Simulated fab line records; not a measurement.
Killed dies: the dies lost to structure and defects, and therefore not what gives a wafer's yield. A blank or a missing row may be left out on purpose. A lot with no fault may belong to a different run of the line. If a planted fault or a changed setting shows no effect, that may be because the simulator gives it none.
Problem report, 8D (eight disciplines) form, completed by code | flow gf180mcu | the parts of the form that need people (team, actions taken, sign-off) are left out

== 1. THE PROBLEM ==
Wafers without a fault read 93.05 W, standard deviation 0.063; heater power total W at GF_CONTACT_SOFTBAKE_10 reads a mean of 94.65 W on 6 wafers belonging to 2 lots. That is +25 standard deviations from the usual mean.
The step: time 60 s.
Seen first at day 17 21:00 on litho track-04, wafer L775.1. The record holds 42 wafers of 14 lots with a number at this step. Rule for "out" (also "out of limits"): further than 4 standard deviations from the usual mean. All remaining wafers that have a number are taken as sound.

== 2. WHAT IT IS AND WHAT IT IS NOT ==
question                    | is                                 | is not
which readings at this step | heater power total W, run length s | -
which lots                  | L775, L777                         | L771, L772, L783, L784, L785, L786, L787, L788, L789, L790, L791, L792
which wafers of those lots  | all that have a number             | -
read on which tools         | litho track-04                     | litho track-01, litho track-03
when                        | from day 17 21:00                  | up to then (6 sound wafers); but 30 sound wafers of L783, L784, L785, L786, L787, L788, L789, L790, L791, L792 came after

== 3. THE SUSPECTS, EACH WITH WHAT RULES IT OUT ==
Counting: a tool at a process step up to the reading stays a suspect if it ran every lot that is out and no sound lot after the first of them.
- rtp anneal-02 at GF_HV_LDD_RTA_52 (time 10 s): ruled out as a lasting fault. The sound lots L785, L787, L788, L789, L790, L791, L792 went through it after L775, its earliest lot that is out (day 14 09:37).
- litho track-04 at GF_CONTACT_SOFTBAKE_10 (time 60 s): ruled out as a lasting fault. The sound lots L787, L791, L792 went through it after L775, its earliest lot that is out (day 17 21:00).
Left after counting: nothing in the record.

== 4. THE CAUSE (what the simulator had put in) ==
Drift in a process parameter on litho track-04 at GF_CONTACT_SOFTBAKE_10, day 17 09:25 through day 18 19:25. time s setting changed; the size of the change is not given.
Counting ruled it out, wrongly.

== 5. THE EFFECT CHAIN, in route order ==
Rows list readings where the struck wafers' mean (over those with a number) sits beyond 3 standard deviations from the usual. Scope: only readings with a usual standard deviation given in the record; hours: median across lots of the time from each lot's start at the first step in this table that gives one to its start at this step; sigmas: change in usual standard deviations.
hours | step                   | reading              | usual   | on struck wafers | change | sigmas
0     | GF_CONTACT_SOFTBAKE_10 | heater power total W | 93.05 W | 94.65            | +1.60  | +25
0     | GF_CONTACT_SOFTBAKE_10 | run length s         | 89.17 s | 86.08            | -3.09  | -19
It contains these process steps:
- GF_CONTACT_SOFTBAKE_10: time 60 s.
At these later measuring or inspecting steps, every struck wafer for which the step has a row has a number for every such reading, and none has moved that far: GF_M1_RS_MEAS_05.

== 6. HOW IT WOULD HAVE BEEN CAUGHT EARLIER ==
In this record the first reading out of limits was taken at day 17 21:00, 12 hours after the fault began at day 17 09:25.
